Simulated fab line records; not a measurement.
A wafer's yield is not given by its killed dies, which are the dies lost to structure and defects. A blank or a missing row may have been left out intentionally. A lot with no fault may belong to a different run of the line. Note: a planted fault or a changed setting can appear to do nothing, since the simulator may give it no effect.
Which tool did it? -- flow sky130 -- 11 lots, 33 wafers sampled, at 5 steps of a route of 708

## WHAT THE GAUGES SHOWED, per wafer
SKY_SD_N_RS_MEAS_16: measurement is done with a four-point probe.
lot,measured,on,SD_N_RS (ohm/sq)
L353,day 27 12:17,film metro-01,68.34 68.54 68.60
L354,day 28 05:15,film metro-01,68.26 68.37 68.38
L356,day 29 01:34,film metro-04,68.42 68.36 68.34
L358,day 29 19:38,film metro-01,68.38 68.35 68.61
L362,day 31 01:30,film metro-02,68.45 68.69 68.69
L363,day 31 19:27,film metro-04,68.52 68.45 68.41
L365,day 32 05:49,film metro-01,68.38 68.58 68.43
L366,day 32 13:47,film metro-01,67.21 67.16 67.15
L368,day 33 08:35,film metro-02,67.40 67.51 67.46
L373,day 34 12:38,film metro-01,68.44 68.27 68.44
L375,day 35 02:17,film metro-01,68.61 68.62 68.52

SKY_SD_N_RS_MEAS_17: measurement is done with a four-point probe.
lot,measured,on,SD_P_RS (ohm/sq)
L353,day 27 12:24,film metro-01,146.7 147.4 147.0
L354,day 28 05:22,film metro-01,147.1 146.9 147.0
L356,day 29 01:41,film metro-04,146.8 146.9 146.6
L358,day 29 19:45,film metro-01,146.7 146.7 147.2
L362,day 31 01:37,film metro-02,147.0 147.0 147.0
L363,day 31 19:34,film metro-04,146.5 147.0 146.4
L365,day 32 05:56,film metro-01,146.5 146.8 147.0
L366,day 32 13:55,film metro-01,140.3 140.3 140.2
L368,day 33 08:42,film metro-02,141.4 141.2 141.2
L373,day 34 12:45,film metro-01,146.8 146.4 146.7
L375,day 35 02:24,film metro-01,147.1 147.0 147.1

SKY_LI_CONTACT_OVL_MEAS_13.
lot,measured,on,LI_CONTACT_OVL (nm)
L353,day 28 18:01,overlay-01,7 2 1
L354,day 29 10:45,overlay-02,2 -1 -1
L356,day 30 06:49,overlay-02,5 -1 4
L358,day 31 01:26,overlay-02,15 8 3
L362,day 32 06:17,overlay-01,1 1 -6
L363,day 32 23:48,overlay-02,3 1 1
L365,day 33 09:43,overlay-01,-4 -9 -5
L366,day 33 17:56,overlay-02,-2 -1 0
L368,day 34 12:15,overlay-02,2 -2 0
L373,day 35 15:26,overlay-01,0 8 15
L375,day 36 05:09,overlay-01,10 9 13

## TOOL THAT RAN EACH LOT (tool first, then ch and the chambers of the sampled wafers, then the start)
lot,SKY_SD_P_SOFTBAKE_03,SKY_SD_N_RTA_14
L353,"litho track-01 ch 0, day 24 11:08","rtp anneal-02 ch 0, day 27 12:06"
L354,"litho track-04 ch 0, day 25 03:29","rtp anneal-01 ch 0, day 28 05:04"
L356,"litho track-04 ch 0, day 26 01:49","rtp anneal-01 ch 0, day 29 01:23"
L358,"litho track-02 ch 0, day 26 19:07","rtp anneal-01 ch 0, day 29 19:27"
L362,"litho track-02 ch 0, day 28 01:03","rtp anneal-01 ch 0, day 31 01:19"
L363,"litho track-01 ch 0, day 28 20:02","rtp anneal-02 ch 0, day 31 19:15"
L365,"litho track-04 ch 0, day 29 07:05","rtp anneal-02 ch 0, day 32 05:37"
L366,"litho track-02 ch 0, day 29 15:10","rtp anneal-01 ch 0, day 32 13:37"
L368,"litho track-01 ch 0, day 30 10:58","rtp anneal-01 ch 0, day 33 08:24"
L373,"litho track-02 ch 0, day 31 16:43","rtp anneal-02 ch 0, day 34 12:27"
L375,"litho track-02 ch 0, day 32 07:12","rtp anneal-02 ch 0, day 35 02:06"
- SKY_SD_P_SOFTBAKE_03: time 62.42 s.
- SKY_SD_N_RTA_14: time 2 s.

## WHAT THE TOOLS THEMSELVES READ (means of the sampled wafers that have a number; where no wafer has one, the mark that the record gives instead)
SKY_SD_P_SOFTBAKE_03.
lot,tool,plate sensor t centre C (C),plate sensor t edge C (C)
L353,litho track-01,90.756,90.837
L354,litho track-04,90.753,90.829
L356,litho track-04,90.760,90.839
L358,litho track-02,90.752,90.821
L362,litho track-02,90.752,90.843
L363,litho track-01,90.757,90.830
L365,litho track-04,90.758,90.834
L366,litho track-02,90.762,90.826
L368,litho track-01,90.755,90.829
L373,litho track-02,90.756,90.822
L375,litho track-02,90.753,90.833

SKY_SD_N_RTA_14.
lot,tool,lamp power pct (%),wafer_temp_C_max
L353,rtp anneal-02,15.72,1078.3
L354,rtp anneal-01,15.72,1078.2
L356,rtp anneal-01,15.78,1078.1
L358,rtp anneal-01,15.74,1078.8
L362,rtp anneal-01,15.71,1076.8
L363,rtp anneal-02,15.69,1077.4
L365,rtp anneal-02,15.72,1079.1
L366,rtp anneal-01,15.79,1085.4
L368,rtp anneal-01,15.75,1086.8
L373,rtp anneal-02,15.73,1079.4
L375,rtp anneal-02,15.72,1078.0

## THE ANSWER, worked out from the rows above alone
Rule: what is usual is taken from the lots themselves. Put in order of their means at a reading, lots are off if they are a third of the lots or fewer, leave a main group of 4 or more, and stand apart from it by a gap of 3 or more times the standard deviation of the main group's means; of several such gaps the widest counts. A main group whose means are all the same, to the digits that the tables above print for the reading, isn't used. Also off: a lot with no number at a reading for which 4 or more lots have one. Where the step has rows for the other lots, those lots are counted as sound. Order of review: gauges by route order, followed by the tools' own readings, for which a lot's mean as printed above is used. The first step at which some lot is off is used, and at that step the reading that is off furthest; a lot without a number counts as furthest.
Off: at SKY_SD_N_RS_MEAS_16 (SD_N_RS), L366, L368. For the main group the mean is 68.46 ohm/sq and the standard deviation 0.087.
A tool fits if, at a process step before that reading, it ran every lot that is off, and no sound lot after the first of them. The gauges at SKY_SD_N_RS_MEAS_16 aren't tried: what is off there is off at SKY_SD_N_RTA_14 too, on other tools, and a gauge's error can't cause that. One fits: SKY_SD_N_RTA_14 on rtp anneal-01. Its last sound lot is L362 (day 31 01:19), its first lot that is off L366 (day 32 13:37): a fault that began between those two fits.
On the lots that are off, the tool's own readings at SKY_SD_N_RTA_14 differ by more than 5 times the standard deviation of the sound lots' means, which bears it out; wafer_temp_C_max reads 1086.1 there versus 1078.2 on the sound lots.

## WHAT THE SIMULATOR PUT IN
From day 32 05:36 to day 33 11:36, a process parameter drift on rtp anneal-01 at SKY_SD_N_RTA_14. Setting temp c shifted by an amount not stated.
Lots struck among those shown: L366, L368. The rule above found the same.
